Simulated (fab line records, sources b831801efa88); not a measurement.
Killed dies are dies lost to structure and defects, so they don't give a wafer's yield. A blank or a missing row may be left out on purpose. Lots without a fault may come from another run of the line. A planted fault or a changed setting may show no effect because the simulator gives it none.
Which tool did it? | flow gf180mcu | 13 lots, 39 wafers sampled, at 4 steps of a route of 602

WHAT THE GAUGES READ, wafer by wafer
GF_M1_CD_MEAS_14: target cd 230 nm. Usual: cd_nm 229.6 nm, standard deviation 1.1.
lot  | measured     | on        | cd_nm (nm)        | flag
L354 | day 17 02:25 | cd_sem-01 | 230.1 229.1 230.1 |
L355 | day 17 06:46 | cd_sem-02 | 232.0 231.5 232.0 |
L356 | day 17 12:08 | cd_sem-02 | 229.3 229.2 228.7 |
L357 | day 18 04:11 | cd_sem-02 | 229.7 228.7 227.1 |
L359 | day 19 00:19 | cd_sem-01 | 229.4 228.7 227.8 |
L361 | day 20 04:21 | cd_sem-02 | 229.1 228.6 227.5 |
L362 | day 20 04:38 | cd_sem-01 | 230.1 229.8 229.4 |
L363 | day 20 12:32 | cd_sem-01 | 230.0 229.3 228.4 |
L365 | day 21 09:47 | cd_sem-01 | 228.5 219.1 226.9 | OFF
L367 | day 22 00:58 | cd_sem-02 | 228.6 228.1 220.2 | OFF
L375 | day 24 20:53 | cd_sem-02 | 227.9 230.1 228.3 |
L376 | day 25 01:25 | cd_sem-02 | 229.6 229.3 227.0 |
L377 | day 25 07:13 | cd_sem-02 | 230.9 229.4 230.8 |

GF_V1_THK_MEAS_01. Usual: V1_CVD_00_THK 601 nm, standard deviation 6.
lot  | measured     | on            | V1_CVD_00_THK (nm) | flag
L354 | day 17 03:17 | film_metro-04 | 610 606 596        |
L355 | day 17 07:38 | film_metro-02 | 611 601 598        |
L356 | day 17 12:59 | film_metro-02 | 604 603 595        |
L357 | day 18 05:02 | film_metro-02 | 598 601 599        |
L359 | day 19 01:10 | film_metro-04 | 598 596 599        |
L361 | day 20 05:12 | film_metro-04 | 605 602 606        |
L362 | day 20 05:29 | film_metro-03 | 592 593 602        |
L363 | day 20 13:25 | film_metro-03 | 611 603 601        |
L365 | day 21 10:41 | film_metro-03 | 602 604 604        |
L367 | day 22 01:51 | film_metro-02 | 598 597 595        |
L375 | day 24 21:44 | film_metro-03 | 600 602 611        |
L376 | day 25 02:19 | film_metro-03 | 608 610 593        |
L377 | day 25 08:08 | film_metro-02 | 603 613 597        |

WHICH TOOL RAN EACH LOT (tool, then ch and the chambers of the sampled wafers, then the start)
lot  | GF_M1_SPUTTER_00             | GF_M1_EXPOSE_11
L354 | pvd_sputter-02, day 16 03:49 | krf_scanner-01 ch 0, day 16 15:19
L355 | pvd_sputter-03, day 16 09:10 | krf_scanner-01 ch 0, day 16 20:25
L356 | pvd_sputter-03, day 16 13:14 | krf_scanner-01 ch 0, day 17 01:16
L357 | pvd_sputter-01, day 17 04:38 | krf_scanner-01 ch 0, day 17 16:49
L359 | pvd_sputter-02, day 18 00:14 | krf_scanner-01 ch 0, day 18 12:08
L361 | pvd_sputter-01, day 18 20:55 | krf_scanner-02 ch 0, day 19 15:52
L362 | pvd_sputter-01, day 19 03:22 | krf_scanner-02 ch 0, day 19 15:59
L363 | pvd_sputter-03, day 19 12:52 | krf_scanner-02 ch 0, day 20 01:26
L365 | pvd_sputter-03, day 20 09:22 | krf_scanner-02 ch 0, day 20 22:25
L367 | pvd_sputter-01, day 21 00:48 | krf_scanner-02 ch 0, day 21 12:39
L375 | pvd_sputter-02, day 23 23:47 | krf_scanner-01 ch 0, day 24 10:19
L376 | pvd_sputter-02, day 24 03:40 | krf_scanner-02 ch 0, day 24 14:41
L377 | pvd_sputter-01, day 24 10:01 | krf_scanner-02 ch 0, day 24 21:05
- GF_M1_SPUTTER_00: material Ti, target thk 37.5 nm, time 150 s.
- GF_M1_EXPOSE_11: exposes mask Metal1, target cd 230 nm.

WHAT THE TOOLS THEMSELVES READ (means of the sampled wafers that have a number; where no wafer has one, the mark that the record gives instead)
GF_M1_SPUTTER_00. Usual: cathode_dc_power_W 3999.9 W, standard deviation 0.82; chamber_pressure_pa 2.000 Pa, standard deviation 0.0042; throttle_valve_pct 29.7 %, standard deviation 1.1.
lot  | tool           | cathode_dc_power_W (W) | chamber_pressure_pa (Pa) | throttle_valve_pct (%) | flag
L354 | pvd_sputter-02 | 3998.9                 | 2.002                    | 29.9                   |
L355 | pvd_sputter-03 | 4000.6                 | 2.002                    | 30.1                   |
L356 | pvd_sputter-03 | 3999.8                 | 2.006                    | 29.7                   |
L357 | pvd_sputter-01 | 3999.6                 | 2.000                    | 28.7                   |
L359 | pvd_sputter-02 | 3999.7                 | 2.000                    | 29.9                   |
L361 | pvd_sputter-01 | 3999.7                 | 1.999                    | 28.9                   |
L362 | pvd_sputter-01 | 3999.5                 | 2.001                    | 29.0                   |
L363 | pvd_sputter-03 | 3999.2                 | 2.003                    | 29.1                   |
L365 | pvd_sputter-03 | 4000.4                 | 1.999                    | 29.8                   |
L367 | pvd_sputter-01 | 3999.9                 | 1.999                    | 28.9                   |
L375 | pvd_sputter-02 | 3999.6                 | 1.998                    | 30.1                   |
L376 | pvd_sputter-02 | 4000.0                 | 2.006                    | 30.4                   |
L377 | pvd_sputter-01 | 4000.4                 | 2.002                    | 28.9                   |

THE ANSWER, worked out from the rows above alone
Rule: a lot is off if the mean of its wafers that have a number lies more than 3 standard deviations from the usual mean. A lot without any number at a reading at which 4 lots or more have one is off too. The other lots that the step has rows for count as sound. The gauges are gone through in route order, then the tools' own readings, and for those a lot's mean is taken as printed above. The first step at which some lot is off is used, and at that step the reading that is off furthest; a lot without a number counts as furthest.
Off: L365, L367, at GF_M1_CD_MEAS_14 (cd_nm).
A tool fits if, at a process step before that reading, it ran every lot that is off, and no sound lot after the first of them. The gauges at GF_M1_CD_MEAS_14 are tried like those tools. None of those tried fits.

WHAT THE SIMULATOR HAD PUT IN
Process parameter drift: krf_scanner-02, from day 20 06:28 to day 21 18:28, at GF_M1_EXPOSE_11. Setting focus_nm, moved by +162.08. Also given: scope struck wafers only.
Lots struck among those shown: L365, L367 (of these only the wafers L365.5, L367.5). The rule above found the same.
